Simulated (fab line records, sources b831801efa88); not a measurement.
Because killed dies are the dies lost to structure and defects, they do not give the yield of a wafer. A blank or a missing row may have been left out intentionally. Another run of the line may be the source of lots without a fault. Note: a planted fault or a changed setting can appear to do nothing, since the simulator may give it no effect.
Which of the tools did it? | flow sky130 | Sampling: 12 lots, 36 wafers, 5 of 708 route steps

WHAT EACH GAUGE READ, for each wafer
SKY_VT_ADJUST_HVTP_TW_MEAS_11. Usual: VT_ADJUST_HVTP_TW typically reads 1364, with standard deviation 8.2.
lot  | measured     | on            | VT_ADJUST_HVTP_TW | flag
L375 | day 5 23:46  | film metro-01 | 1368 1374 1372    |
L376 | day 6 08:12  | film metro-03 | 1355 1353 1352    |
L379 | day 7 01:53  | film metro-02 | 1361 1366 1371    |
L381 | day 7 15:22  | film metro-01 | 1361 1366 1362    |
L384 | day 8 11:22  | film metro-03 | 1356 1355 1351    |
L385 | day 8 16:15  | film metro-03 | 1362 1358 1354    |
L387 | day 9 09:53  | film metro-01 | 1371 1378 1384    |
L394 | day 11 11:33 | film metro-02 | 1377 1371 1377    |
L395 | day 11 17:40 | film metro-02 | 1369 1372 1373    |
L396 | day 11 22:11 | film metro-03 | 1351 1347 1351    |
L398 | day 12 01:53 | film metro-01 | 1355 1358 1366    |
L397 | day 12 02:25 | film metro-02 | 1369 1373 1371    |

SKY_VT_ADJUST_NCORE_TW_MEAS_11. Usual: VT_ADJUST_NCORE_TW typically reads 219.6, with standard deviation 1.2.
lot  | measured     | on            | VT_ADJUST_NCORE_TW | flag
L375 | day 8 10:12  | film metro-03 | 219.9 219.7 219.1  |
L376 | day 8 20:41  | film metro-03 | 219.8 219.9 221.6  |
L379 | day 9 17:56  | film metro-04 | 216.3 217.0 217.3  |
L381 | day 10 08:58 | film metro-01 | 220.4 219.8 218.9  |
L384 | day 11 06:59 | film metro-03 | 229.3 229.0 231.0  | OFF
L385 | day 11 12:32 | film metro-01 | 231.2 230.8 230.5  | OFF
L387 | day 12 08:38 | film metro-04 | 218.8 218.5 219.5  |
L394 | day 14 16:02 | film metro-04 | 220.7 219.2 218.4  |
L395 | day 14 23:17 | film metro-04 | 219.2 219.0 219.8  |
L396 | day 15 01:38 | film metro-01 | 221.3 222.6 221.4  |
L398 | day 15 07:14 | film metro-03 | 219.2 218.3 218.7  |
L397 | day 15 07:19 | film metro-04 | 218.3 219.0 220.4  |

WHICH TOOL RAN EACH LOT (tool, then ch and the chambers of the sampled wafers, then the start)
lot  | SKY_VT_ADJUST_HVTP_STRIP_10          | SKY_VT_ADJUST_LVTN_STRIP_20          | SKY_VT_ADJUST_NCORE_IMPLANT_09
L375 | plasma asher-03 ch 0,1, day 5 23:39  | plasma asher-03 ch 0,1, day 7 13:32  | implanter-01 ch 0, day 8 09:58
L376 | plasma asher-02 ch 0,1, day 6 08:05  | plasma asher-03 ch 0,1, day 7 22:53  | implanter-04 ch 0, day 8 20:27
L379 | plasma asher-03 ch 0,1, day 7 01:47  | plasma asher-04 ch 0,1, day 8 19:38  | implanter-02 ch 0, day 9 17:41
L381 | plasma asher-04 ch 0,1, day 7 15:16  | plasma asher-01 ch 0,1, day 9 10:04  | implanter-02 ch 0, day 10 08:44
L384 | plasma asher-03 ch 0,1, day 8 11:15  | plasma asher-01 ch 0, day 10 07:31   | implanter-02 ch 0, day 11 06:45
L385 | plasma asher-04 ch 0,1, day 8 16:09  | plasma asher-03 ch 0,1, day 10 12:43 | implanter-02 ch 0, day 11 12:17
L387 | plasma asher-04 ch 0,1, day 9 09:47  | plasma asher-04 ch 0,1, day 11 08:34 | implanter-04 ch 0, day 12 08:23
L394 | plasma asher-02 ch 0,1, day 11 11:27 | plasma asher-04 ch 0,1, day 13 12:59 | implanter-01 ch 0, day 14 15:47
L395 | plasma asher-03 ch 0,1, day 11 17:34 | plasma asher-04 ch 0,1, day 13 20:34 | implanter-04 ch 0, day 14 23:04
L396 | plasma asher-04 ch 0,1, day 11 22:05 | plasma asher-03 ch 0,1, day 13 23:10 | implanter-04 ch 0, day 15 01:23
L398 | plasma asher-03 ch 1, day 12 01:47   | plasma asher-01 ch 0,1, day 14 04:37 | implanter-04 ch 0, day 15 06:59
L397 | plasma asher-02 ch 0,1, day 12 02:18 | plasma asher-03 ch 0,1, day 14 04:46 | implanter-02 ch 0, day 15 07:04
- SKY_VT_ADJUST_HVTP_STRIP_10: strips in O2/N2.
- SKY_VT_ADJUST_LVTN_STRIP_20: strips in O2/N2.
- SKY_VT_ADJUST_NCORE_IMPLANT_09

WHAT THE TOOLS THEMSELVES READ (means of the sampled wafers that have a number; where no wafer has one, the mark that the record gives instead)
SKY_VT_ADJUST_HVTP_STRIP_10. Usual: drypump motor current A 6.08 A, standard deviation 0.26; oes product au 0.715 a.u., standard deviation 0.0043; strip time to endpoint s 14.27 s, standard deviation 0.033.
lot  | tool            | drypump motor current A (A) | oes product au (a.u.) | strip time to endpoint s (s) | flag
L375 | plasma asher-03 | 6.30                        | 0.710                 | 14.29                        |
L376 | plasma asher-02 | 5.71                        | 0.714                 | 14.25                        |
L379 | plasma asher-03 | 6.28                        | 0.714                 | 14.26                        |
L381 | plasma asher-04 | 6.13                        | 0.713                 | 14.28                        |
L384 | plasma asher-03 | 6.17                        | 0.715                 | 14.21                        |
L385 | plasma asher-04 | 6.05                        | 0.713                 | 14.24                        |
L387 | plasma asher-04 | 6.04                        | 0.719                 | 14.26                        |
L394 | plasma asher-02 | 5.63                        | 0.714                 | 14.28                        |
L395 | plasma asher-03 | 6.16                        | 0.711                 | 14.22                        |
L396 | plasma asher-04 | 6.13                        | 0.720                 | 14.27                        |
L398 | plasma asher-03 | 6.02                        | 0.719                 | 14.28                        |
L397 | plasma asher-02 | 5.64                        | 0.718                 | 14.24                        |

SKY_VT_ADJUST_LVTN_STRIP_20. Usual: drypump motor current A 6.06 A, standard deviation 0.26; oes product au 0.716 a.u., standard deviation 0.0048; strip time to endpoint s 14.18 s, standard deviation 0.049.
lot  | tool            | drypump motor current A (A) | oes product au (a.u.) | strip time to endpoint s (s) | flag
L375 | plasma asher-03 | 6.28                        | 0.708                 | 14.20                        |
L376 | plasma asher-03 | 6.29                        | 0.717                 | 14.21                        |
L379 | plasma asher-04 | 6.13                        | 0.714                 | 14.19                        |
L381 | plasma asher-01 | 5.74                        | 0.717                 | 14.20                        |
L384 | plasma asher-01 | 5.59                        | 0.716                 | 14.12                        |
L385 | plasma asher-03 | 6.14                        | 0.718                 | 14.14                        |
L387 | plasma asher-04 | 6.06                        | 0.718                 | 14.09                        |
L394 | plasma asher-04 | 6.05                        | 0.719                 | 14.19                        |
L395 | plasma asher-04 | 6.05                        | 0.719                 | 14.27                        |
L396 | plasma asher-03 | 6.15                        | 0.718                 | 14.24                        |
L398 | plasma asher-01 | 5.74                        | 0.718                 | 14.16                        |
L397 | plasma asher-03 | 6.14                        | 0.720                 | 14.11                        |

SKY_VT_ADJUST_NCORE_IMPLANT_09. Usual: beam energy keV at 9.999, with a standard deviation of 0.0032.
lot  | tool         | beam energy keV | flag
L375 | implanter-01 | 9.999           |
L376 | implanter-04 | 10.002          |
L379 | implanter-02 | 10.001          |
L381 | implanter-02 | 9.996           |
L384 | implanter-02 | 12.405          | OFF
L385 | implanter-02 | 12.403          | OFF
L387 | implanter-04 | 10.001          |
L394 | implanter-01 | 10.000          |
L395 | implanter-04 | 10.002          |
L396 | implanter-04 | 9.996           |
L398 | implanter-04 | 10.000          |
L397 | implanter-02 | 9.998           |

THE ANSWER, worked out from the rows above alone
Rule: lot off if the mean of its wafers having a number is beyond 3 standard deviations from the usual mean. Also off: a lot with no number at a reading for which 4 or more lots have one. The other lots that the step has rows for count as sound. After the gauges, taken in route order, come the tools' own readings; for these a lot's mean is taken, as printed above. The first step at which some lot is off is used, and at that step the reading that is off furthest; a lot without a number counts as furthest.
Off: L384, L385, seen at SKY_VT_ADJUST_NCORE_TW_MEAS_11 (VT_ADJUST_NCORE_TW).
If a tool, at a process step before that reading, ran all the lots that are off and no sound lot after the first of them, it fits. Not tried: the gauges at SKY_VT_ADJUST_NCORE_TW_MEAS_11; whatever is off there is also off at SKY_VT_ADJUST_NCORE_IMPLANT_09, on other tools, and gauge error can't account for it. Of those tried, none fits.

WHAT HAD BEEN PUT IN BY THE SIMULATOR
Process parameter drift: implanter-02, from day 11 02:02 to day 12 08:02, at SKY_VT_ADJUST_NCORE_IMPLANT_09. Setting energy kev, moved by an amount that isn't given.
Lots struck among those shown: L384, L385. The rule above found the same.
